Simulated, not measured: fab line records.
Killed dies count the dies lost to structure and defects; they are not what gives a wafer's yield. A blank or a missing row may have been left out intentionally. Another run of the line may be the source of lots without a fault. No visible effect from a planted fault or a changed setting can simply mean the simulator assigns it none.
fab line records	flow sky130
record: lots: 13	wafers: 39	last_day: 50
route steps=708 shown METAL2@484 VIA2@510 METAL3@536 PAD_OPEN@708
lots untouched by any fault: they come from a run of this same line in which no faults occurred
start_h: hours from the record's first day to the start of the lot's first wafer shown	wait_h: how many hours have passed since the lot's step before this one	" repeats the value in the row above	L1.1+2: one row covering several wafers at once	- no value, or no start given	* or withheld: withheld	< > ~ a bound
route shown NAME@n: names a module that has steps shown in the file, with the first one's number in the route	usual: the fault-free wafers' mean and standard deviation	same: alike in all rows	chamber/n: place in a boat	sites: each site's reading	_std_site: how widely they spread, as a standard deviation	_edge_site: mean of outer sites minus mean of inner sites	radius_mm: for every site, how far away it sits from the centre of the wafer	mask NAME#n: copy n	behind: the tool/chamber that last shaped the wafer	hold: what put the lot on hold/how long, in hours/how the hold closed	device: transistor that didn't switch, given as n, p or np	end of line: the same wafers' tests at the end of the route	for a step that has no rows: nothing shown but its recipe	killed: dies lost to structure and defects at the first sort, not the wafer's yield	map: the dies of a wafer, with x for killed, . for not killed, _ for no die there
set.NAME: setting as actually run; set.NAME@STEP: the setting as run at that earlier step	model.NAME: the simulator's own value behind a step, which no gauge read
the route's steps for a sample of lots (tables are steps, rows are wafers)
services: the hour from which a tool's chamber was out of use, counted from the record's first day as start_h (under 0 if before that day), plus the number of hours and why
== steps ==
step: SKY_METAL2_SPUTTER_01
recipe: material: TiN	target_thk_nm: 20	power_w: 6500	time_s: 16.7	chamber_pressure_pa: 0.4
usual: cathode_dc_power_W: 6500.0/1.2	throttle_valve_pct: 30.4/0.94
lot.wafer	tool	chamber	start_h	wait_h	cathode_dc_power_W	throttle_valve_pct
L675.1	pvd_sputter-04	-	799.09	0.0	6502.6	32.5
L675.3	"	-	"	"	6499.0	31.4
L675.6	"	-	"	"	6498.9	31.4
L676.4	pvd_sputter-03	-	820.06	0.0	6499.7	29.6
L676.5	"	-	"	"	6501.2	30.3
L676.6	"	-	"	"	6498.6	30.6
L678.3	pvd_sputter-03	-	827.21	0.0	6499.8	31.5
L678.4	"	-	"	"	6499.4	30.3
L678.6	"	-	"	"	6499.8	31.4
L679.1	pvd_sputter-01	-	832.91	0.0	6500.6	29.0
L679.5	"	-	"	"	6498.5	29.3
L679.6	"	-	"	"	6499.5	29.0
L680.2	pvd_sputter-01	-	844.42	0.0	6500.7	29.5
L680.3	"	-	"	"	6498.5	29.7
L680.5	"	-	"	"	6501.8	28.8
L681.1	pvd_sputter-01	-	848.30	0.0	6500.3	30.7
L681.2	"	-	"	"	6501.0	29.3
L681.5	"	-	"	"	6500.8	29.6
L682.1	pvd_sputter-01	-	853.83	0.0	6499.2	29.6
L682.2	"	-	"	"	6500.5	28.9
L682.3	"	-	"	"	6499.7	30.0
L683.2	pvd_sputter-03	-	863.24	0.0	6501.7	29.5
L683.4	"	-	"	"	6499.5	29.3
L683.6	"	-	"	"	6502.2	30.5
L684.2	pvd_sputter-03	-	883.77	0.0	6498.9	31.4
L684.3	"	-	"	"	6499.0	30.6
L684.4	"	-	"	"	6498.8	29.5
L685.3	pvd_sputter-03	-	885.29	0.0	6499.5	29.3
L685.4	"	-	"	"	6499.4	30.1
L685.5	"	-	"	"	6499.2	31.7
L686.1	pvd_sputter-03	-	891.19	0.0	6497.6	31.8
L686.2	"	-	"	"	6500.2	30.3
L686.4	"	-	"	"	6499.8	30.5
L694.3	pvd_sputter-03	-	946.11	0.0	6500.0	29.4
L694.4	"	-	"	"	6500.4	30.3
L694.6	"	-	"	"	6499.0	31.6
L697.2	pvd_sputter-03	-	965.29	0.0	6501.2	30.3
L697.3	"	-	"	"	6499.1	30.4
L697.4	"	-	"	"	6498.9	29.3
step: SKY_VIA2_BOW_MEAS_03
recipe: mode: bow
usual: VIA2_BOW: 85/7.9
lot.wafer	tool	chamber	start_h	wait_h	VIA2_BOW[um]
L675.1	film_metro-03	-	828.38	0.1	84
L675.3	"	-	"	"	84
L675.6	"	-	"	"	83
L676.4	film_metro-03	-	847.80	0.3	78
L676.5	"	-	"	"	94
L676.6	"	-	"	"	75
L678.3	film_metro-04	-	855.76	0.2	86
L678.4	"	-	"	"	87
L678.6	"	-	"	"	84
L679.1	film_metro-01	-	861.47	0.1	85
L679.5	"	-	"	"	77
L679.6	"	-	"	"	78
L680.2	film_metro-01	-	872.21	0.3	90
L680.3	"	-	"	"	92
L680.5	"	-	"	"	75
L681.1	film_metro-04	-	877.18	0.2	84
L681.2	"	-	"	"	95
L681.5	"	-	"	"	101
L682.1	film_metro-01	-	881.09	0.2	77
L682.2	"	-	"	"	85
L682.3	"	-	"	"	77
L683.2	film_metro-03	-	890.60	0.2	88
L683.4	"	-	"	"	81
L683.6	"	-	"	"	92
L684.2	film_metro-03	-	910.98	0.2	99
L684.3	"	-	"	"	82
L684.4	"	-	"	"	82
L685.3	film_metro-01	-	911.80	0.3	87
L685.4	"	-	"	"	88
L685.5	"	-	"	"	76
L686.1	film_metro-01	-	917.72	0.1	90
L686.2	"	-	"	"	89
L686.4	"	-	"	"	86
L694.3	film_metro-03	-	972.13	0.3	81
L694.4	"	-	"	"	86
L694.6	"	-	"	"	92
L697.2	film_metro-03	-	992.96	0.2	80
L697.3	"	-	"	"	89
L697.4	"	-	"	"	94
step: SKY_VIA2_CD_MEAS_12
recipe: target_cd_nm: 200
usual: cd_nm: 199.8/1.3
lot.wafer	tool	chamber	start_h	wait_h	cd_nm
L675.1	cd_sem-01	-	854.99	-	202.1
L675.3	"	-	"	"	203.2
L675.6	"	-	"	"	202.4
L676.4	cd_sem-01	-	874.30	-	200.7
L676.5	"	-	"	"	198.8
L676.6	"	-	"	"	197.7
L678.3	cd_sem-02	-	881.86	-	199.8
L678.4	"	-	"	"	198.4
L678.6	"	-	"	"	202.1
L679.1	cd_sem-02	-	887.87	-	200.4
L679.5	"	-	"	"	199.0
L679.6	"	-	"	"	198.8
L680.2	cd_sem-02	-	897.56	-	203.2
L680.3	"	-	"	"	201.5
L680.5	"	-	"	"	202.3
L681.1	cd_sem-01	-	902.29	-	199.5
L681.2	"	-	"	"	201.5
L681.5	"	-	"	"	201.3
L682.1	cd_sem-02	-	906.50	-	198.3
L682.2	"	-	"	"	198.5
L682.3	"	-	"	"	198.0
L683.2	cd_sem-01	-	915.59	-	199.9
L683.4	"	-	"	"	198.0
L683.6	"	-	"	"	198.8
L684.2	cd_sem-02	-	935.59	-	201.1
L684.3	"	-	"	"	202.4
L684.4	"	-	"	"	200.9
L685.3	cd_sem-02	-	936.48	-	200.3
L685.4	"	-	"	"	199.2
L685.5	"	-	"	"	199.6
L686.1	cd_sem-02	-	942.65	-	197.6
L686.2	"	-	"	"	198.0
L686.4	"	-	"	"	198.0
L694.3	cd_sem-02	-	995.94	-	200.2
L694.4	"	-	"	"	199.6
L694.6	"	-	"	"	199.6
L697.2	cd_sem-02	-	1016.26	-	198.2
L697.3	"	-	"	"	197.8
L697.4	"	-	"	"	199.2
step: SKY_METAL3_SPUTTER_04
recipe: material: TiN	target_thk_nm: 70	power_w: 6500	time_s: 58.3	chamber_pressure_pa: 0.4
usual: cathode_dc_power_W: 6500.1/1.3	throttle_valve_pct: 29.8/0.97
lot.wafer	tool	chamber	start_h	wait_h	cathode_dc_power_W	throttle_valve_pct
L675.1	pvd_sputter-01	-	856.61	0.0	6499.0	31.1
L675.3	"	-	"	"	6500.3	29.7
L675.6	"	-	"	"	6500.7	30.7
L676.4	pvd_sputter-02	-	875.94	0.0	6499.6	28.8
L676.5	"	-	"	"	6502.8	27.9
L676.6	"	-	"	"	6498.8	29.2
L678.3	pvd_sputter-02	-	883.50	0.0	6501.4	29.4
L678.4	"	-	"	"	6500.1	28.4
L678.6	"	-	"	"	6500.9	28.7
L679.1	pvd_sputter-01	-	889.50	0.0	6500.6	30.7
L679.5	"	-	"	"	6500.8	28.8
L679.6	"	-	"	"	6500.6	30.8
L680.2	pvd_sputter-01	-	899.18	0.0	6499.7	29.4
L680.3	"	-	"	"	6500.7	29.8
L680.5	"	-	"	"	6502.3	28.8
L681.1	pvd_sputter-01	-	903.99	0.0	6500.2	29.1
L681.2	"	-	"	"	6501.2	29.6
L681.5	"	-	"	"	6499.9	28.6
L682.1	pvd_sputter-03	-	908.15	0.0	6498.7	31.5
L682.2	"	-	"	"	6499.1	30.7
L682.3	"	-	"	"	6498.7	29.5
L683.2	pvd_sputter-03	-	917.24	0.0	6499.2	30.5
L683.4	"	-	"	"	6499.9	29.5
L683.6	"	-	"	"	6499.6	30.5
L684.2	pvd_sputter-03	-	937.29	0.0	6498.2	30.2
L684.3	"	-	"	"	6501.2	30.6
L684.4	"	-	"	"	6499.0	29.8
L685.3	pvd_sputter-02	-	938.22	0.0	6501.3	28.2
L685.4	"	-	"	"	6501.1	29.4
L685.5	"	-	"	"	6499.7	30.4
L686.1	pvd_sputter-03	-	944.40	0.0	6501.2	30.9
L686.2	"	-	"	"	6499.8	29.4
L686.4	"	-	"	"	6501.8	31.4
L694.3	pvd_sputter-02	-	997.53	0.0	6500.1	29.1
L694.4	"	-	"	"	6499.2	29.0
L694.6	"	-	"	"	7307.8	30.4
L697.2	pvd_sputter-01	-	1017.96	0.0	6499.7	30.5
L697.3	"	-	"	"	6498.8	29.5
L697.4	"	-	"	"	6501.2	29.6
step: SKY_PAD_OPEN_PROBE_99
usual: defect_limited_yield: 82.4/2.1	killed_at_M0_to_M3: 43/7.4	killed_at_M4_up: 3.1/1.9	killed_at_contacts: 25/5.4	killed_at_front_end: 15/4.3	killed_at_other: 0.3/0.54	killed_dies: 86/10	killed_open: 46/7.4	killed_short: 40/7	sort_bin_3_pad_short: 0.9/0.39	sort_bin_5_function: 10.3/1.6	sort_bin_6_memory: 6.4/1.1	sort_n_pass: 406/10	sort_yield_pct: 82.4/2.1
same: gross_dies: 492	killed_at_back_side: 0	sort_bin_4_leakage[%]: 0	sort_bin_8_speed[%]: 0
lot.wafer	tool	chamber	start_h	wait_h	defect_limited_yield[%]	killed_at_M0_to_M3	killed_at_M4_up	killed_at_contacts	killed_at_front_end	killed_at_other	killed_dies	killed_open	killed_short	sort_bin_3_pad_short[%]	sort_bin_5_function[%]	sort_bin_6_memory[%]	sort_n_pass	sort_yield_pct[%]
L682.1	prober-01	-	1121.42	0.1	83.1	38	8	26	11	0	83	44	39	0.2	10.6	6.1	409	83.1
L682.2	prober-01	-	1121.47	0.1	80.9	50	4	23	17	0	94	44	50	0.8	11.8	6.5	398	80.9
L682.3	prober-01	-	1121.52	0.2	85.8	36	3	20	11	0	70	45	24	0.4	8.1	5.7	422	85.8
L685.3	prober-02	-	1148.23	0.2	83.3	37	2	28	15	0	82	56	25	0.4	11.6	4.7	410	83.3
L685.4	prober-02	-	1148.28	0.2	83.5	40	4	20	17	0	81	49	31	0.4	10.2	5.9	411	83.5
L685.5	prober-02	-	1148.33	0.2	84.1	36	5	25	12	0	78	42	36	0.8	10.0	5.1	414	84.1
L686.1	prober-01	-	1150.98	0.1	83.5	40	3	26	11	1	81	46	34	1.0	7.9	7.5	411	83.5
L686.2	prober-01	-	1151.03	0.1	83.7	50	3	14	12	1	80	43	35	0.6	9.6	6.1	412	83.7
L686.4	prober-01	-	1151.13	0.2	80.1	48	4	28	18	0	98	45	50	1.6	11.4	6.9	394	80.1
killed by level:class
L682.1 LI_CONTACT:geometric_particle:open=9 VIA1:geometric_particle:open=7 VIA3:geometric_particle:open=7 METAL1:geometric_particle:short=6 VIA2:geometric_particle:open=6 METAL4:geometric_particle:short=5 CONTACT:geometric_particle:open=5 LI_CONTACT:geometric_particle:short=4
L682.2 VIA1:geometric_particle:open=11 FIELD_ISO:geometric_particle:short=9 CONTACT:geometric_particle:open=7 VIA1:geometric_particle:short=7 METAL2:geometric_particle:short=6 METAL1:geometric_particle:short=6 VIA2:geometric_particle:open=6 LOCAL_INTERCONNECT:geometric_particle:short=5
L682.3 VIA1:geometric_particle:open=12 LI_CONTACT:geometric_particle:open=7 CONTACT:geometric_particle:open=7 VIA1:geometric_particle:short=5 METAL2:geometric_particle:short=4 VIA3:geometric_particle:open=4 FIELD_ISO:geometric_particle:open=3 VIA2:geometric_particle:open=3
L685.3 VIA1:geometric_particle:open=14 LI_CONTACT:geometric_particle:open=11 CONTACT:geometric_particle:open=9 CONTACT:geometric_particle:short=6 VIA2:geometric_particle:open=5 VIA3:geometric_particle:open=4 METAL2:geometric_particle:short=4 FIELD_ISO:geometric_particle:open=3
L685.4 VIA1:geometric_particle:open=10 LI_CONTACT:geometric_particle:open=8 VIA2:geometric_particle:open=8 VIA3:geometric_particle:open=7 POLY_GATE:geometric_particle:short=6 CONTACT:geometric_particle:open=6 METAL1:geometric_particle:short=4 VIA2:geometric_particle:short=4
L685.5 LI_CONTACT:geometric_particle:open=8 VIA2:geometric_particle:open=8 VIA1:geometric_particle:short=7 VIA3:geometric_particle:open=6 METAL4:geometric_particle:short=5 CONTACT:geometric_particle:open=5 VIA1:geometric_particle:open=5 CONTACT:geometric_particle:short=4
L686.1 VIA1:geometric_particle:open=10 CONTACT:geometric_particle:open=8 LI_CONTACT:geometric_particle:open=8 METAL2:geometric_particle:short=6 POLY_GATE:geometric_particle:short=5 VIA1:geometric_particle:short=4 VIA2:geometric_particle:open=4 VIA3:geometric_particle:open=4
L686.2 VIA2:geometric_particle:open=13 VIA2:geometric_particle:short=7 VIA3:geometric_particle:open=7 LI_CONTACT:geometric_particle:open=5 VIA3:geometric_particle:short=5 POLY_GATE:geometric_particle:open=4 CONTACT:geometric_particle:open=4 VIA1:geometric_particle:short=4
L686.4 METAL2:geometric_particle:short=11 VIA1:geometric_particle:open=11 LI_CONTACT:geometric_particle:short=7 VIA2:geometric_particle:open=7 CONTACT:geometric_particle:open=6 VIA3:geometric_particle:open=5 POLY_GATE:geometric_particle:open=4 LI_CONTACT:geometric_particle:open=4
== services ==
tool	chamber	start_h	hours	kind
pvd_sputter-01	-	781.14	1.9	repair
pvd_sputter-04	-	819.28	1.4	repair
pvd_sputter-04	-	833.20	7.6	repair
pvd_sputter-04	-	892.02	9.0	repair
pvd_sputter-03	-	931.22	1.7	repair
pvd_sputter-04	-	939.78	1.8	repair
pvd_sputter-03	-	942.46	1.6	repair
== key ==
first_sign: step: SKY_METAL3_SPUTTER_04	reading: cathode_dc_power_W	direction: up	sigmas: 99+	usual: 6500.1	struck: 7307.8
effect none on later readings
met_at SKY_METAL3_SPUTTER_04
struck_lots L694
struck_wafers L694.6
not_acting_at SKY_METAL2_SPUTTER_01,SKY_VIA2_BOW_MEAS_03,SKY_VIA2_CD_MEAS_12
onset_between 938.22 997.53
fault: kind: process_parameter_drift	tool: pvd_sputter-02	chamber: -	onset_h: 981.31	steps: SKY_METAL3_SPUTTER_04	channel: power_w	offset: *	shape: step	end_h: 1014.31	acts_in: *	stated: *	scope: struck_wafers_only
